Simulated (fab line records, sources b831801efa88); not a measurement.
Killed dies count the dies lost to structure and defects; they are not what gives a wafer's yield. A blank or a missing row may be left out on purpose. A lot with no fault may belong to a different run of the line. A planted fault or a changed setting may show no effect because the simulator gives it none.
Comparing a struck lot with a sound one :: flow gf180mcu :: 16 steps out of a route of 602
Sound: these wafers, L632.1, L632.3, L632.6. Wafers L624.2, L624.5, L624.6 were the ones struck. Last of all comes the cause.
For every step that has rows: the tool of each side, followed by ch and its chambers, followed by its first start. Under that, the readings that differ: sound wafers :: struck wafers :: difference of the means :: sigmas: that difference in standard deviations of wafers without a fault.
alike: words and numbers the same on both sides, and readings whose means are apart by under 2 such deviations; not compared: readings that were withheld, readings missing a value for some wafer, numbers with overlapping values and no deviation given by the record, and bounds like >300 which may hide the same value.
A row with sigmas, a row that says differs or no value, or rows on one side alone: a step with any of these is where the two part. Numbers that don't overlap but have no deviation are shown without sigmas and don't part them. A reading missing from all wafers of one side parts the sides only when that side holds two or more wafers.

GF_M2_SPUTTER_04: material TiN, target thk 50 nm, time 41.7 s.
  sound on pvd_sputter-01 at day 23 18:18; struck on pvd_sputter-03 at day 21 08:28
  alike: throttle_valve_pct
GF_M2_RS_MEAS_05: uses a four-point probe to measure.
  sound on film_metro-01 at day 23 18:20; struck on film_metro-01 at day 21 08:32
  alike: M2_ALCU_RS
GF_M2_THK_MEAS_06: measures by xrf.
  sound on film_metro-01 at day 23 18:28; struck on film_metro-01 at day 21 08:38
  alike: M2_ALCU_THK
then, 7 steps without rows for these wafers: GF_M2_DEHYDRATE_07 (time 60 s); GF_M2_HMDS_08 (prime time 60 s); GF_M2_COAT_09 (resist thk 1000 nm); GF_M2_SOFTBAKE_10 (time 60 s); GF_M2_EXPOSE_11 (exposes mask Metal2, target cd 280 nm); GF_M2_PEB_12 (peb time 90 s); GF_M2_DEVELOP_13 (develop time 60 s).
GF_M2_CD_MEAS_14: the cd target is 280 nm.
  sound on cd_sem-01 at day 24 15:50; struck on cd_sem-02 at day 22 06:57
reading: cd_nm (nm)
sound: 279.1 279.1 279.0
struck: 281.7 281.5 281.3
difference: +2.4
sigmas: +2
GF_M2_OVL_MEAS_15:
  sound on overlay-02 at day 24 15:58; struck on overlay-02 at day 22 07:03
  alike: M2_OVL
GF_M2_METAL_ETCH_16: etches the open film in Cl2/BCl3, stops on SiO2, target depth 750.8 nm, time 125.1 s.
  sound on rie_metal-04 ch 1, day 24 16:00; struck on rie_metal-02 ch 0,1, day 22 07:05
reading: rf_fwd_power_W (W)
sound: 797.9 797.6 800.6
struck: 924.8 925.2 924.4
difference: +126.1
sigmas: +53

reading: model.KrF_of_M2_COAT_09.thk_nm (nm)
sound: 686.9 688.3 688.9
struck: 636.5 646.1 632.7
difference: -49.6
sigmas: 
  alike: drypump_motor_current_A, mfc_cl2_sccm, oes_product_au, throttle_valve_pct
  not compared: rf_hours_counter_h
GF_M2_STRIP_17: strips in O2/N2.
  sound on plasma_asher-04 ch 0,1, day 24 16:15; struck on plasma_asher-01 ch 0,1, day 22 07:13
reading: oes_product_au (a.u.)
sound: 0.539 0.544 0.534
struck: 0.513 0.528 0.510
difference: -0.022
sigmas: -4

reading: strip_time_to_endpoint_s (s)
sound: 7.40 7.42 7.43
struck: 6.92 7.01 6.89
difference: -0.48
sigmas: -7
  alike: drypump_motor_current_A, heater_power_w, o2_flow_sccm
  not compared: rf_hours_counter_h
then, 1 step without rows for these wafers: GF_M2_STRIP_18 (strips in post etch residue remover, time 1200 s).
-- the record jumps here: 9 days lie between the struck wafers' starts before and after (it left off in module M2 and takes up again in module PASSIVATION, whose first step shown is number 602 of the route) --
GF_PASSIVATION_PROBE_99:
  only the struck wafers here have rows in the record (prober-02, day 31 09:37); the sound ones have none

WHERE THEY PART
At GF_M2_CD_MEAS_14 first; at GF_PASSIVATION_PROBE_99 last (within this record only).

WHY: what the simulator had put in
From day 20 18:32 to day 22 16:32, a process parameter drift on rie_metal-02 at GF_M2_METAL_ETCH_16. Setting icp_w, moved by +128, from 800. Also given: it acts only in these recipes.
